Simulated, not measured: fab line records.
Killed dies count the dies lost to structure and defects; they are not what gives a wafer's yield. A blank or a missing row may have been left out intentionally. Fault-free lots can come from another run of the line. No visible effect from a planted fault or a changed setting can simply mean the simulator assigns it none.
fab line records	flow sky130
record lots=6	wafers=18	last_day=50
route steps=708 shown LDD_LDN@294 SPACER@304 PAD_OPEN@708
lots that met no fault: taken from a fault-free run of the same line
start_h: hours from the record's first day to the start of the lot's first wafer shown	wait_h: time in hours since the lot's previous step	" repeats the value in the row above	L1.1+2: one row covering several wafers at once	- no value, or no start was given	* or withheld: withheld	< > ~ a bound
route shown NAME@n: NAME is a module with steps in the file, n the number in the route of the first one	usual: mean/standard deviation of fault-free wafers	same: alike in all rows	chamber/n: place in a boat	sites: per-site readings	_std_site: the standard deviation of these	_edge_site: the outer-site mean with the inner-site mean subtracted	radius_mm: how far each site lies from the wafer's centre	mask NAME#n: copy n	behind: the last tool/chamber to shape the wafer	hold: why the lot was held/for how many hours/how that ended	device: the n, p or np transistor that did not switch	end of line: the same wafers' tests at the end of the route	a step given without rows: its recipe and nothing more	killed: dies that structure and defects cost at the first sort, which is not the same as the wafer's yield	map: a wafer's dies, x killed, . not, _ none there
set.NAME: the setting the step ran with; set.NAME@STEP: the setting that earlier step ran with	model.NAME: the simulator's own value behind a step, which no gauge read
lots at selected steps of the route; one table per step, one row per wafer
services: a tool's chamber out of use, with start hour (start_h, from the record's first day; less than 0 if before it), hours out, and reason
## steps
# step SKY_LDD_LDN_PEB_05
# recipe temp_c=withheld	time_s=*	resist=NOVOLAK
# step SKY_LDD_LDN_DEVELOP_06
# recipe resist=NOVOLAK	developer=TMAH	develop_time_s=60	dev_temp_c=23
# step SKY_LDD_LDN_OVL_MEAS_07
# usual LDD_LDN_OVL=0.1/1.2
lot.wafer	tool	chamber	start_h	wait_h	LDD_LDN_OVL[nm]
L999.2	overlay-02	-	576.84	0.1	-0.1
L999.3	"	-	"	"	1.0
L999.4	"	-	"	"	0.1
L100.2	overlay-02	-	582.89	0.1	-2.1
L100.3	"	-	"	"	-1.7
L100.4	"	-	"	"	-0.9
L107.1	overlay-02	-	636.71	0.1	-1.4
L107.2	"	-	"	"	0.8
L107.5	"	-	"	"	-0.6
L109.4	overlay-02	-	653.71	0.1	0.3
L109.5	"	-	"	"	0.1
L109.6	"	-	"	"	-0.1
L112.1	overlay-02	-	674.24	0.1	-0.6
L112.4	"	-	"	"	-0.9
L112.6	"	-	"	"	-0.7
L118.1	overlay-01	-	723.29	0.1	-0.2
L118.2	"	-	"	"	-1.1
L118.3	"	-	"	"	1.2
# step SKY_LDD_LDN_IMPLANT_08
# recipe species=As	energy_kev=15	dose_cm2=1.25e+13	tilt_deg=withheld	rotation_deg=23
# step SKY_LDD_LDN_IMPLANT_09
# recipe species=As	energy_kev=15	dose_cm2=1.25e+13	tilt_deg=withheld	rotation_deg=113
# step SKY_LDD_LDN_IMPLANT_10
# recipe species=As	energy_kev=15	dose_cm2=1.272e+13	tilt_deg=withheld	rotation_deg=203
# step SKY_LDD_LDN_IMPLANT_11
# recipe species=As	energy_kev=15	dose_cm2=1.25e+13	tilt_deg=withheld	rotation_deg=293
# step SKY_LDD_LDN_STRIP_12
# recipe chemistry=O2/N2	power_w=1400	pressure_mtorr=1500	platen_temp_c=withheld	o2_flow_sccm=3000	n2_flow_sccm=300	overash_fraction=0.5
# usual drypump_motor_current_A=5.7/0.34	oes_product_au=0.716/0.0047	strip_time_to_endpoint_s=14.19/0.038
lot.wafer	tool	chamber	start_h	wait_h	drypump_motor_current_A	oes_product_au	rf_hours_counter_h	strip_time_to_endpoint_s
L999.2	plasma_asher-04	0	577.47	0.1	5.3	0.723	15	14.15
L999.3	"	1	"	"	5.6	0.725	-	14.13
L999.4	"	0	"	"	5.3	0.714	-	14.14
L100.2	plasma_asher-04	0	583.52	0.1	5.3	0.715	16	14.14
L100.3	"	0	"	"	5.3	0.714	-	14.12
L100.4	"	1	"	"	5.6	0.721	-	14.15
L107.1	plasma_asher-04	1	637.34	0.1	5.6	0.715	21	14.17
L107.2	"	0	"	"	5.3	0.720	21	14.24
L107.5	"	1	"	"	5.6	0.724	-	14.19
L109.4	plasma_asher-04	1	654.36	0.1	5.6	0.712	-	14.16
L109.5	"	0	"	"	5.3	0.710	-	14.11
L109.6	"	1	"	"	5.6	0.714	-	14.21
L112.1	plasma_asher-02	0	674.87	0.1	6.0	0.717	90	14.24
L112.4	"	1	"	"	6.1	0.716	-	14.23
L112.6	"	0	"	"	6.0	0.712	-	14.24
L118.1	plasma_asher-02	1	723.92	0.1	6.2	0.717	95	14.19
L118.2	"	0	"	"	6.0	0.710	95	14.19
L118.3	"	1	"	"	6.1	0.716	-	14.16
# step SKY_LDD_LDN_TW_MEAS_13
# usual LDD_LDN_TW=1482/13
lot.wafer	tool	chamber	start_h	wait_h	LDD_LDN_TW
L999.2	film_metro-02	-	577.58	0.1	1456
L999.3	"	-	"	"	1460
L999.4	"	-	"	"	1454
L100.2	film_metro-03	-	583.63	0.1	1485
L100.3	"	-	"	"	1489
L100.4	"	-	"	"	1488
L107.1	film_metro-03	-	637.44	0.1	1490
L107.2	"	-	"	"	1488
L107.5	"	-	"	"	1489
L109.4	film_metro-03	-	654.45	0.1	1485
L109.5	"	-	"	"	1500
L109.6	"	-	"	"	1489
L112.1	film_metro-02	-	674.97	0.1	1462
L112.4	"	-	"	"	1448
L112.6	"	-	"	"	1457
L118.1	film_metro-01	-	724.02	0.1	1489
L118.2	"	-	"	"	1480
L118.3	"	-	"	"	1492
# step SKY_LDD_LDN_CLEAN_14
# recipe chemistry=SC1/SC2	mix=1:4:20	temp_c=70	time_s=150	dry=n2_spin
# step SKY_SPACER_CVD_00
# recipe material=Si3N4	precursor=DCS/NH3	target_thk_nm=43.1	temp_c=770	time_s=740	pressure_mtorr=250
# step SKY_SPACER_THK_MEAS_01
# recipe reads=Si3N4_of_SPACER_CVD_00
# usual SPACER_CVD_00_THK=43.3/0.39
lot.wafer	tool	chamber	start_h	wait_h	SPACER_CVD_00_THK[nm]
L999.2	film_metro-01	-	581.36	0.0	43.7
L999.3	"	-	"	"	43.7
L999.4	"	-	"	"	43.8
L100.2	film_metro-02	-	586.78	0.0	42.9
L100.3	"	-	"	"	42.7
L100.4	"	-	"	"	43.0
L107.1	film_metro-01	-	645.45	0.0	43.4
L107.2	"	-	"	"	43.8
L107.5	"	-	"	"	43.6
L109.4	film_metro-01	-	657.01	0.0	43.1
L109.5	"	-	"	"	43.5
L109.6	"	-	"	"	43.3
L112.1	film_metro-01	-	676.29	0.0	42.7
L112.4	"	-	"	"	42.9
L112.6	"	-	"	"	43.0
L118.1	film_metro-01	-	728.94	0.0	42.6
L118.2	"	-	"	"	42.9
L118.3	"	-	"	"	42.9
# step SKY_SPACER_ETCHBACK_02
# recipe chemistry=CH3F/O2	target=Si3N4	stop_on=SiO2	source_w=400	bias_w=80	pressure_mtorr=25	ch3f_flow_sccm=40	O2_flow_sccm=30	time_s=46.7	target_depth_a=450
# usual O2_flow_sccm=30.01/0.088	bias_w=80.02/0.26	drypump_motor_current_A=6.0/0.43	oes_product_au=0.856/0.0053	throttle_valve_pct=10.563/0.0083
lot.wafer	tool	chamber	start_h	wait_h	O2_flow_sccm	bias_w	drypump_motor_current_A	oes_product_au	rf_hours_counter_h	throttle_valve_pct
L999.2	rie_diel-03	0	581.41	0.0	29.89	79.86	6.5	0.861	3	10.556
L999.3	"	1	"	"	29.96	80.09	6.4	0.859	20	10.575
L999.4	"	1	"	"	29.94	80.07	6.4	0.857	-	10.559
L100.2	rie_diel-03	0	586.83	0.0	30.03	79.83	6.5	0.858	3	10.547
L100.3	"	2	"	"	29.93	79.98	5.8	0.850	1	10.554
L100.4	"	2	"	"	30.04	80.07	5.8	0.859	-	10.564
L107.1	rie_diel-04	1	645.51	0.1	-	-	-	-	-	-
L107.2	"	0	"	"	-	-	-	-	-	-
L107.5	"	2	"	"	-	-	-	-	-	-
L109.4	rie_diel-03	1	657.04	0.0	-	-	-	-	-	-
L109.5	"	1	"	"	-	-	-	-	-	-
L109.6	"	2	"	"	-	-	-	-	-	-
L112.1	rie_diel-04	0	676.35	0.1	30.02	79.78	6.0	0.850	12	10.557
L112.4	"	3	"	"	29.87	80.19	5.7	0.851	10	10.552
L112.6	"	3	"	"	29.93	80.35	5.7	0.850	-	10.568
L118.1	rie_diel-02	3	729.00	0.1	30.06	79.85	5.0	0.855	11	10.559
L118.2	"	1	"	"	29.87	79.74	5.4	0.848	1	10.574
L118.3	"	2	"	"	29.96	79.83	5.7	0.855	6	10.565
# step SKY_PAD_OPEN_PROBE_99
# usual killed_at_M0_to_M3=44/7.5	killed_at_M4_up=3.3/1.8	killed_at_contacts=25/5.9	killed_at_front_end=16/4.7	killed_at_other=0.3/0.52	killed_dies=89/9.9	killed_on_rim=18/3.9	killed_open=49/7.8	killed_short=40/5.8
# same gross_dies=492	killed_at_back_side=0
lot.wafer	tool	chamber	start_h	wait_h	hold	killed_at_M0_to_M3	killed_at_M4_up	killed_at_contacts	killed_at_front_end	killed_at_other	killed_dies	killed_on_rim	killed_open	killed_short
L999.2	prober-01	-	1112.97	0.1	-	48	1	34	16	0	99	17	60	39
L999.3	prober-01	-	1113.02	0.2	-	43	2	41	13	0	99	21	57	42
L999.4	prober-01	-	1113.07	0.2	-	48	5	28	18	0	99	16	52	46
L100.2	prober-02	-	1116.12	0.1	-	44	3	20	10	0	77	13	41	34
L100.3	prober-02	-	1116.17	0.2	-	66	2	22	12	0	102	25	55	47
L100.4	prober-02	-	1116.22	0.2	-	48	3	21	10	1	83	15	47	36
L107.1	prober-01	-	1157.38	0.1	await_dispo/2.3h/scrap	46	4	35	406	1	492	96	56	46
L107.2	prober-01	-	1157.43	0.1	await_dispo/2.3h/scrap	34	2	19	437	0	492	96	39	28
L107.5	prober-01	-	1157.58	0.2	await_dispo/2.3h/scrap	51	1	29	411	0	492	96	51	46
L109.4	prober-01	-	1162.94	0.2	await_dispo/4.8h/scrap	41	7	33	411	0	492	96	50	43
L109.5	prober-01	-	1162.99	0.2	await_dispo/4.8h/scrap	50	3	29	410	0	492	96	57	40
L109.6	prober-01	-	1163.04	0.2	await_dispo/4.8h/scrap	27	7	28	430	0	492	96	38	43
L112.1	prober-02	-	1174.21	0.1	-	52	1	18	13	0	84	18	50	34
L112.4	prober-02	-	1174.36	0.2	-	44	4	26	16	0	90	24	40	50
L112.6	prober-02	-	1174.46	0.2	-	32	4	21	13	1	71	13	37	34
L118.1	prober-01	-	1203.97	0.1	-	49	2	29	20	0	100	19	65	35
L118.2	prober-01	-	1204.02	0.1	-	52	2	24	21	3	102	23	63	38
L118.3	prober-01	-	1204.07	0.2	-	44	7	30	11	0	92	25	61	31
# killed by level:class
L999.2 VIA1:geometric_particle:open=16 CONTACT:geometric_particle:open=11 LI_CONTACT:geometric_particle:open=8 CONTACT:geometric_particle:short=8 VIA2:geometric_particle:open=8 METAL3:geometric_particle:short=7 POLY_GATE:geometric_particle:open=6 VIA3:geometric_particle:open=5
L999.3 LI_CONTACT:geometric_particle:open=13 CONTACT:geometric_particle:open=13 VIA1:geometric_particle:open=10 VIA3:geometric_particle:open=8 LI_CONTACT:geometric_particle:short=5 VIA1:geometric_particle:short=5 POLY_GATE:geometric_particle:short=4 LOCAL_INTERCONNECT:geometric_particle:short=4
L999.4 LI_CONTACT:geometric_particle:open=9 POLY_GATE:geometric_particle:short=7 CONTACT:geometric_particle:open=7 VIA1:geometric_particle:open=7 VIA2:geometric_particle:open=7 CONTACT:geometric_particle:short=6 VIA3:geometric_particle:open=6 VIA2:geometric_particle:short=6
L100.2 VIA1:geometric_particle:open=12 LI_CONTACT:geometric_particle:open=7 VIA2:geometric_particle:open=6 VIA3:geometric_particle:open=6 LOCAL_INTERCONNECT:geometric_particle:short=5 VIA3:geometric_particle:short=5 METAL1:geometric_particle:short=4 POLY_GATE:geometric_particle:short=3
L100.3 VIA2:geometric_particle:open=11 VIA1:geometric_particle:open=10 VIA3:geometric_particle:open=9 METAL2:geometric_particle:short=9 LI_CONTACT:geometric_particle:open=8 METAL3:geometric_particle:short=7 CONTACT:geometric_particle:open=7 METAL1:geometric_particle:short=6
L100.4 VIA1:geometric_particle:open=14 VIA2:geometric_particle:open=10 CONTACT:geometric_particle:open=8 CONTACT:geometric_particle:short=6 POLY_GATE:geometric_particle:short=5 VIA1:geometric_particle:short=5 METAL2:geometric_particle:short=4 VIA3:geometric_particle:short=4
L107.1 SPACER:area_etchback=389 CONTACT:geometric_particle:open=15 LI_CONTACT:geometric_particle:open=8 VIA1:geometric_particle:open=8 VIA3:geometric_particle:open=7 METAL2:geometric_particle:short=7 VIA3:geometric_particle:short=7 FIELD_ISO:geometric_particle:open=6
L107.2 SPACER:area_etchback=425 VIA1:geometric_particle:open=10 METAL2:geometric_particle:short=7 CONTACT:geometric_particle:open=6 VIA3:geometric_particle:open=6 FIELD_ISO:geometric_particle:short=5 LOCAL_INTERCONNECT:geometric_particle:short=4 FIELD_ISO:geometric_particle:open=3
L107.5 SPACER:area_etchback=395 VIA1:geometric_particle:open=12 CONTACT:geometric_particle:open=10 LI_CONTACT:geometric_particle:open=7 CONTACT:geometric_particle:short=7 METAL1:geometric_particle:short=7 FIELD_ISO:geometric_particle:open=6 METAL2:geometric_particle:short=6
L109.4 SPACER:area_etchback=399 CONTACT:geometric_particle:open=15 VIA1:geometric_particle:open=14 VIA2:geometric_particle:short=7 LOCAL_INTERCONNECT:geometric_particle:short=6 CONTACT:geometric_particle:short=5 METAL1:geometric_particle:short=5 VIA4:geometric_particle:open=4
L109.5 SPACER:area_etchback=395 VIA1:geometric_particle:open=13 VIA3:geometric_particle:open=10 VIA1:geometric_particle:short=9 LI_CONTACT:geometric_particle:open=7 CONTACT:geometric_particle:short=7 CONTACT:geometric_particle:open=7 VIA2:geometric_particle:open=7
L109.6 SPACER:area_etchback=411 LOCAL_INTERCONNECT:geometric_particle:short=7 CONTACT:geometric_particle:open=7 VIA1:geometric_particle:open=7 METAL4:geometric_particle:short=7 LI_CONTACT:geometric_particle:open=6 LI_CONTACT:geometric_particle:short=5 VIA1:geometric_particle:short=5
L112.1 VIA1:geometric_particle:open=13 VIA3:geometric_particle:open=8 LI_CONTACT:geometric_particle:open=7 CONTACT:geometric_particle:open=7 METAL2:geometric_particle:short=7 METAL1:geometric_particle:short=7 POLY_GATE:geometric_particle:short=5 VIA2:geometric_particle:open=5
L112.4 VIA1:geometric_particle:open=13 CONTACT:geometric_particle:open=12 LOCAL_INTERCONNECT:geometric_particle:short=9 FIELD_ISO:geometric_particle:short=8 METAL2:geometric_particle:short=8 VIA3:geometric_particle:short=5 VIA3:geometric_particle:open=5 METAL1:geometric_particle:short=4
L112.6 VIA1:geometric_particle:open=11 METAL3:geometric_particle:short=6 CONTACT:geometric_particle:open=5 POLY_GATE:geometric_particle:short=4 LI_CONTACT:geometric_particle:short=4 VIA1:geometric_particle:short=4 VIA2:geometric_particle:open=4 FIELD_ISO:geometric_particle:open=3
L118.1 CONTACT:geometric_particle:open=12 VIA1:geometric_particle:open=11 VIA2:geometric_particle:open=10 VIA3:geometric_particle:open=8 LI_CONTACT:geometric_particle:open=7 FIELD_ISO:geometric_particle:short=5 FIELD_ISO:geometric_particle:open=5 CONTACT:geometric_particle:short=5
L118.2 VIA1:geometric_particle:open=14 LI_CONTACT:geometric_particle:open=12 VIA2:geometric_particle:open=12 VIA1:geometric_particle:short=8 FIELD_ISO:geometric_particle:open=7 VIA3:geometric_particle:open=7 FIELD_ISO:geometric_particle:short=6 POLY_GATE:geometric_particle:open=4
L118.3 CONTACT:geometric_particle:open=13 VIA2:geometric_particle:open=10 LI_CONTACT:geometric_particle:open=9 VIA1:geometric_particle:open=9 VIA3:geometric_particle:open=9 FIELD_ISO:geometric_particle:open=4 LOCAL_INTERCONNECT:geometric_particle:short=4 METAL1:geometric_particle:short=4
# map L107.1 (x killed, . not)
__________xxxxxxxxxx_________
________xxxxxxxxxxxxxx_______
______xxxxxxxxxxxxxxxxxx_____
_____xxxxxxxxxxxxxxxxxxxx____
____xxxxxxxxxxxxxxxxxxxxxx___
___xxxxxxxxxxxxxxxxxxxxxxxx__
__xxxxxxxxxxxxxxxxxxxxxxxxxx_
_xxxxxxxxxxxxxxxxxxxxxxxxxxxx
_xxxxxxxxxxxxxxxxxxxxxxxxxxxx
_xxxxxxxxxxxxxxxxxxxxxxxxxxxx
_xxxxxxxxxxxxxxxxxxxxxxxxxxxx
_xxxxxxxxxxxxxxxxxxxxxxxxxxxx
_xxxxxxxxxxxxxxxxxxxxxxxxxxxx
_xxxxxxxxxxxxxxxxxxxxxxxxxxxx
_xxxxxxxxxxxxxxxxxxxxxxxxxxxx
__xxxxxxxxxxxxxxxxxxxxxxxxxx_
___xxxxxxxxxxxxxxxxxxxxxxxx__
____xxxxxxxxxxxxxxxxxxxxxx___
_____xxxxxxxxxxxxxxxxxxxx____
______xxxxxxxxxxxxxxxxxx_____
________xxxxxxxxxxxxxx_______
__________xxxxxxxxxx_________
# map L109.4 (x killed, . not)
__________xxxxxxxxxx_________
________xxxxxxxxxxxxxx_______
______xxxxxxxxxxxxxxxxxx_____
_____xxxxxxxxxxxxxxxxxxxx____
____xxxxxxxxxxxxxxxxxxxxxx___
___xxxxxxxxxxxxxxxxxxxxxxxx__
__xxxxxxxxxxxxxxxxxxxxxxxxxx_
_xxxxxxxxxxxxxxxxxxxxxxxxxxxx
_xxxxxxxxxxxxxxxxxxxxxxxxxxxx
_xxxxxxxxxxxxxxxxxxxxxxxxxxxx
_xxxxxxxxxxxxxxxxxxxxxxxxxxxx
_xxxxxxxxxxxxxxxxxxxxxxxxxxxx
_xxxxxxxxxxxxxxxxxxxxxxxxxxxx
_xxxxxxxxxxxxxxxxxxxxxxxxxxxx
_xxxxxxxxxxxxxxxxxxxxxxxxxxxx
__xxxxxxxxxxxxxxxxxxxxxxxxxx_
___xxxxxxxxxxxxxxxxxxxxxxxx__
____xxxxxxxxxxxxxxxxxxxxxx___
_____xxxxxxxxxxxxxxxxxxxx____
______xxxxxxxxxxxxxxxxxx_____
________xxxxxxxxxxxxxx_______
__________xxxxxxxxxx_________
## services
tool	chamber	start_h	hours	kind
rie_diel-03	1	553.91	13.4	repair
rie_diel-02	3	555.16	17.2	repair
rie_diel-02	-	559.94	4.3	pm
rie_diel-02	0	566.82	5.0	repair
rie_diel-03	3	570.34	-	clean
rie_diel-03	3	570.34	24.4	scheduled_down
rie_diel-03	3	570.34	24.4	vent_cycle
plasma_asher-02	-	582.04	4.4	repair
rie_diel-03	1	590.22	7.8	repair
rie_diel-04	-	596.56	2.8	pm
rie_diel-04	3	612.09	41.9	repair
rie_diel-03	0	613.05	1.8	repair
rie_diel-03	3	613.89	10.2	repair
rie_diel-04	0	616.73	3.7	repair
rie_diel-03	1	619.83	28.2	repair
rie_diel-02	0	633.15	6.5	repair
rie_diel-02	0	643.37	22.0	repair
rie_diel-04	-	664.50	2.4	repair
rie_diel-02	1	666.91	-	clean
plasma_asher-02	-	680.40	2.8	pm
rie_diel-03	2	690.21	6.0	repair
rie_diel-02	1	699.73	1.3	repair
plasma_asher-04	-	700.29	14.6	pm
rie_diel-03	2	711.56	4.1	repair
## key
first_sign step=SKY_SPACER_ETCHBACK_02	reading=tool_record	direction=missing
effect step=SKY_PAD_OPEN_PROBE_99	reading=killed_at_front_end	direction=up	sigmas=85	usual=16	struck=418
more_kills_born_at SKY_SPACER_ETCHBACK_02@rie_diel-04=1208	SKY_SPACER_ETCHBACK_02@rie_diel-03=1205
met_at SKY_SPACER_ETCHBACK_02
struck_wafers L107.1,L107.2,L107.5,L109.4,L109.5,L109.6
later_rows_left_out L107.1,L107.2,L107.5,L109.4,L109.5,L109.6
tester_left_out L107,L109
onset_between 586.83 645.51
fault kind=skipped_step_whole	tool=rie_diel-03,rie_diel-04	chamber=-	onset_h=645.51	steps=SKY_SPACER_ETCHBACK_02	scope=struck_lots_only
# tester_left_out: of these lots the tester's yield and bins aren't shown, on N5 and GAA mostly nor the transistor test; their killed dies are dies lost to structure and defects alone, not to doping, threshold or leakage, so they don't give the yield
# later_rows_left_out: the simulator's readings of these wafers behind a module that went badly wrong aren't trusted and aren't shown, but for the sort
